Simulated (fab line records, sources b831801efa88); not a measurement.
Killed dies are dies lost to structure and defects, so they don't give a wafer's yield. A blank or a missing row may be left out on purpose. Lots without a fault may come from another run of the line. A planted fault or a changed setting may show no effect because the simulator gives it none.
One fault seen from 2 desks | flow sky130 | each desk has only its own numbers; what lay behind them comes last

THE METROLOGY DESK
What the gauges read, lot by lot, whatever tool the lot ran on: means of the sampled wafers that have a number. A lot is out of limits, marked OUT, if its mean lies more than 4 standard deviations from the usual mean; the brackets give that distance.
Columns: A = SD_P_TW at SKY_SD_P_TW_MEAS_11, usual 2815; B = LI_CONTACT_BOW at SKY_LI_CONTACT_BOW_MEAS_03, usual 54 um; C = LI_CONTACT_W_RS at SKY_LI_CONTACT_RS_MEAS_22, usual 0.286 ohm/sq
lot  | first seen here | A    | B  | C
L977 | day 25 07:14    | 2817 | 54 | 0.284
L978 | day 25 18:49    | 2798 | 52 | 0.287
L980 | day 26 12:32    | 2815 | 52 | 0.283
L981 | day 27 04:17    | 2812 | 62 | 0.282
L982 | day 27 08:26    | 2818 | 56 | 0.285
L983 | day 27 10:16    | 2816 | 54 | 0.283
L986 | day 28 14:01    | 2819 | 68 | 0.285
L987 | day 28 23:54    | 2810 | 57 | 0.284
L988 | day 29 09:43    | 2824 | 52 | 0.287
L994 | day 31 09:02    | 2840 | 46 | 0.289
L995 | day 31 16:29    | 2829 | 52 | 0.282
L996 | day 31 19:43    | 2818 | 52 | 0.285
This desk's finding: nothing out of limits on any of the 12 lots.

THE TOOL OWNER'S DESK: rie_diel-02
The tool's own readings at SKY_LI_CONTACT_ETCH_14 (etches BARC in N2/H2, stops on SiO2, time 45.9 s, target depth 60 nm): means of the sampled wafers that have a number, for each lot that ran on this tool. A lot is out of limits, marked OUT, if its mean lies more than 4 standard deviations from the usual mean; the brackets give that distance.
Columns: A = chamber_pressure_mTorr at SKY_LI_CONTACT_ETCH_14, usual 30.001 mTorr; B = drypump_motor_current_A at SKY_LI_CONTACT_ETCH_14, usual 5.7 A; C = oes_product_au at SKY_LI_CONTACT_ETCH_14, usual 0.855 a.u.; D = run_length_s at SKY_LI_CONTACT_ETCH_14, usual 74.3 s; E = throttle_valve_pct at SKY_LI_CONTACT_ETCH_14, usual 13.225 %
lot  | first seen here | A      | B   | C               | D              | E
L983 | day 31 00:58    | 30.007 | 5.2 | 0.853           | 74.1           | 13.222
L986 | day 32 03:17    | 30.014 | 5.6 | 0.854           | 74.5           | 13.228
L994 | day 34 15:50    | 29.998 | 5.2 | 0.757 (-19) OUT | 89.2 (+33) OUT | 13.220
L995 | day 35 01:16    | 29.991 | 5.2 | 0.797 (-11) OUT | 83.9 (+21) OUT | 13.213
L996 | day 35 04:02    | 30.023 | 5.6 | 0.762 (-18) OUT | 88.8 (+32) OUT | 13.212
This desk's finding: out of limits on L994, L995, L996; first on L994, day 34 15:50 (oes_product_au at SKY_LI_CONTACT_ETCH_14). In limits: L983, L986.

PUT TOGETHER
The tool owner's desk could have raised an alarm at day 34 15:50, on L994, L995, L996.
The metrology desk saw nothing out of limits.
The metrology desk has L994, L995, L996 on record, within its limits.
Of the lots named, all ran SKY_LI_CONTACT_ETCH_14 on rie_diel-02.

WHAT THE SIMULATOR HAD PUT IN
Process parameter drift: rie_diel-02, from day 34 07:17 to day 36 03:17, at SKY_LI_CONTACT_ETCH_14. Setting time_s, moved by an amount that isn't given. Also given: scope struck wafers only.
Lots struck among those shown: L994, L995, L996.
Hours from the fault's start to each desk's first reading out of limits: the tool owner's desk, 9.
